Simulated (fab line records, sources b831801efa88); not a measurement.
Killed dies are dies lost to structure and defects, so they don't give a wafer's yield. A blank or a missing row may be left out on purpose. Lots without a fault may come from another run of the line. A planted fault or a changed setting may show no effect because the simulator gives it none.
Which tool did it? | flow gf180mcu | 12 lots, 36 wafers sampled, at 5 steps of a route of 602

WHAT THE GAUGES READ, wafer by wafer
GF_V1_RS_MEAS_24: measures by four-point-probe. Usual: V1_W_RS 0.326 ohm/sq, standard deviation 0.0052.
lot  | measured     | on            | V1_W_RS (ohm/sq)  | flag
L103 | day 18 08:13 | film_metro-02 | 0.331 0.325 0.330 |
L107 | day 19 19:16 | film_metro-01 | 0.325 0.321 0.318 |
L108 | day 19 23:56 | film_metro-02 | 0.322 0.323 0.333 |
L109 | day 20 08:35 | film_metro-03 | 0.320 0.326 0.322 |
L110 | day 20 23:16 | film_metro-02 | 0.324 0.317 0.320 |
L111 | day 21 07:18 | film_metro-01 | 0.330 0.325 0.321 |
L112 | day 21 12:26 | film_metro-03 | 0.328 0.323 0.331 |
L113 | day 22 05:38 | film_metro-01 | 0.323 0.324 0.320 |
L114 | day 22 13:05 | film_metro-02 | 0.330 0.337 0.332 |
L116 | day 23 03:02 | film_metro-01 | 0.317 0.328 0.317 |
L120 | day 24 10:03 | film_metro-03 | 0.323 0.326 0.327 |
L126 | day 26 14:26 | film_metro-01 | 0.335 0.330 0.331 |

GF_M2_CD_MEAS_14: target cd 280 nm. Usual: cd_nm 280.0 nm, standard deviation 0.96.
lot  | measured     | on        | cd_nm (nm)        | flag
L103 | day 19 09:05 | cd_sem-02 | 280.6 279.7 279.4 |
L107 | day 20 19:44 | cd_sem-02 | 280.6 279.5 280.8 |
L108 | day 21 00:46 | cd_sem-01 | 281.4 281.0 280.8 |
L109 | day 21 09:18 | cd_sem-01 | 280.0 278.7 280.2 |
L110 | day 21 23:20 | cd_sem-02 | 280.6 279.7 280.3 |
L111 | day 22 07:49 | cd_sem-01 | 280.4 280.9 280.7 |
L112 | day 22 12:59 | cd_sem-01 | 278.9 279.0 278.3 |
L113 | day 23 05:20 | cd_sem-02 | 279.0 279.0 278.2 |
L114 | day 23 12:11 | cd_sem-01 | 280.0 279.1 280.6 |
L116 | day 24 01:53 | cd_sem-02 | 281.5 281.7 280.9 |
L120 | day 25 08:29 | cd_sem-02 | 270.3 273.8 275.0 | OFF
L126 | day 27 12:01 | cd_sem-02 | 278.8 279.0 279.3 |

WHICH TOOL RAN EACH LOT (tool, then ch and the chambers of the sampled wafers, then the start)
lot  | GF_V1_CVD_23                  | GF_M2_SPUTTER_03             | GF_M2_EXPOSE_11
L103 | cvd_w-02 ch 0,1, day 18 08:06 | pvd_sputter-04, day 18 08:52 | krf_scanner-01 ch 0, day 18 21:17
L107 | cvd_w-01 ch 0,1, day 19 19:08 | pvd_sputter-04, day 19 19:54 | krf_scanner-02 ch 0, day 20 07:46
L108 | cvd_w-01 ch 0,1, day 19 23:47 | pvd_sputter-02, day 20 00:33 | krf_scanner-01 ch 0, day 20 12:58
L109 | cvd_w-01 ch 0,1, day 20 08:26 | pvd_sputter-04, day 20 09:12 | krf_scanner-01 ch 0, day 20 21:52
L110 | cvd_w-01 ch 0,1, day 20 23:07 | pvd_sputter-03, day 20 23:53 | krf_scanner-02 ch 0, day 21 11:55
L111 | cvd_w-02 ch 0,1, day 21 07:11 | pvd_sputter-03, day 21 07:54 | krf_scanner-01 ch 0, day 21 20:20
L112 | cvd_w-01 ch 0,1, day 21 12:20 | pvd_sputter-04, day 21 13:02 | krf_scanner-02 ch 0, day 22 01:09
L113 | cvd_w-01 ch 0,1, day 22 05:30 | pvd_sputter-03, day 22 06:13 | krf_scanner-01 ch 0, day 22 18:28
L114 | cvd_w-02 ch 0,1, day 22 12:59 | pvd_sputter-02, day 22 13:44 | krf_scanner-01 ch 0, day 23 01:01
L116 | cvd_w-01 ch 0,1, day 23 02:54 | pvd_sputter-04, day 23 03:40 | krf_scanner-01 ch 0, day 23 14:53
L120 | cvd_w-02 ch 0,1, day 24 09:56 | pvd_sputter-02, day 24 10:41 | krf_scanner-01 ch 0, day 24 22:12
L126 | cvd_w-02 ch 0,1, day 26 14:19 | pvd_sputter-02, day 26 15:05 | krf_scanner-02 ch 0, day 27 02:10
- GF_V1_CVD_23: deposits W, target thk 350 nm, time 105.05 s.
- GF_M2_SPUTTER_03: material Ti, target thk 10 nm, time 6.7 s.
- GF_M2_EXPOSE_11: exposes mask Metal2, target cd 280 nm.

WHAT THE TOOLS THEMSELVES READ (means of the sampled wafers that have a number; where no wafer has one, the mark that the record gives instead)
GF_V1_CVD_23. Usual: heater_power_w 904 W, standard deviation 98.
lot  | tool     | heater_power_w (W) | flag
L103 | cvd_w-02 | 837                |
L107 | cvd_w-01 | 894                |
L108 | cvd_w-01 | 884                |
L109 | cvd_w-01 | 885                |
L110 | cvd_w-01 | 898                |
L111 | cvd_w-02 | 844                |
L112 | cvd_w-01 | 949                |
L113 | cvd_w-01 | 959                |
L114 | cvd_w-02 | 837                |
L116 | cvd_w-01 | 897                |
L120 | cvd_w-02 | 896                |
L126 | cvd_w-02 | 908                |

GF_M2_SPUTTER_03. Usual: throttle_valve_pct 30.2 %, standard deviation 1.
lot  | tool           | throttle_valve_pct (%) | flag
L103 | pvd_sputter-04 | 29.9                   |
L107 | pvd_sputter-04 | 29.6                   |
L108 | pvd_sputter-02 | 30.2                   |
L109 | pvd_sputter-04 | 30.6                   |
L110 | pvd_sputter-03 | 30.4                   |
L111 | pvd_sputter-03 | 29.7                   |
L112 | pvd_sputter-04 | 30.2                   |
L113 | pvd_sputter-03 | 29.7                   |
L114 | pvd_sputter-02 | 30.3                   |
L116 | pvd_sputter-04 | 29.9                   |
L120 | pvd_sputter-02 | 30.0                   |
L126 | pvd_sputter-02 | 30.2                   |

GF_M2_EXPOSE_11. Usual: exposure_dose_mJ_cm2 27.971, standard deviation 0.027.
lot  | tool           | exposure_dose_mJ_cm2 | flag
L103 | krf_scanner-01 | 27.956               |
L107 | krf_scanner-02 | 27.962               |
L108 | krf_scanner-01 | 27.984               |
L109 | krf_scanner-01 | 27.988               |
L110 | krf_scanner-02 | 27.971               |
L111 | krf_scanner-01 | 27.947               |
L112 | krf_scanner-02 | 27.981               |
L113 | krf_scanner-01 | 27.981               |
L114 | krf_scanner-01 | 27.964               |
L116 | krf_scanner-01 | 27.980               |
L120 | krf_scanner-01 | 27.362               | OFF
L126 | krf_scanner-02 | 27.929               |

THE ANSWER, worked out from the rows above alone
Rule: a lot is off if the mean of its wafers that have a number lies more than 3 standard deviations from the usual mean. A lot without any number at a reading at which 4 lots or more have one is off too. The other lots that the step has rows for count as sound. The gauges are gone through in route order, then the tools' own readings, and for those a lot's mean is taken as printed above. The first step at which some lot is off is used, and at that step the reading that is off furthest; a lot without a number counts as furthest.
Off: L120, at GF_M2_CD_MEAS_14 (cd_nm).
A tool fits if, at a process step before that reading, it ran every lot that is off, and no sound lot after the first of them. The gauges at GF_M2_CD_MEAS_14 aren't tried: what is off there is off at GF_M2_EXPOSE_11 too, on other tools, and a gauge's error can't cause that. One fits: krf_scanner-01 at GF_M2_EXPOSE_11. Its last sound lot is L116 (day 23 14:53), its first lot that is off L120 (day 24 22:12): a fault that began between those two fits.
The tool's own readings at GF_M2_EXPOSE_11 bear it out: on the lots that are off they differ by more than 5 times the standard deviation of the sound lots' means. exposure_dose_mJ_cm2 reads 27.362 there against 27.968 on the sound lots.

WHAT THE SIMULATOR HAD PUT IN
Process parameter drift: krf_scanner-01, from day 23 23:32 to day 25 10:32, at GF_M2_EXPOSE_11. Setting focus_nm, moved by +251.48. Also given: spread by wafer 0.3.
Lots struck among those shown: L120. The rule above found the same.
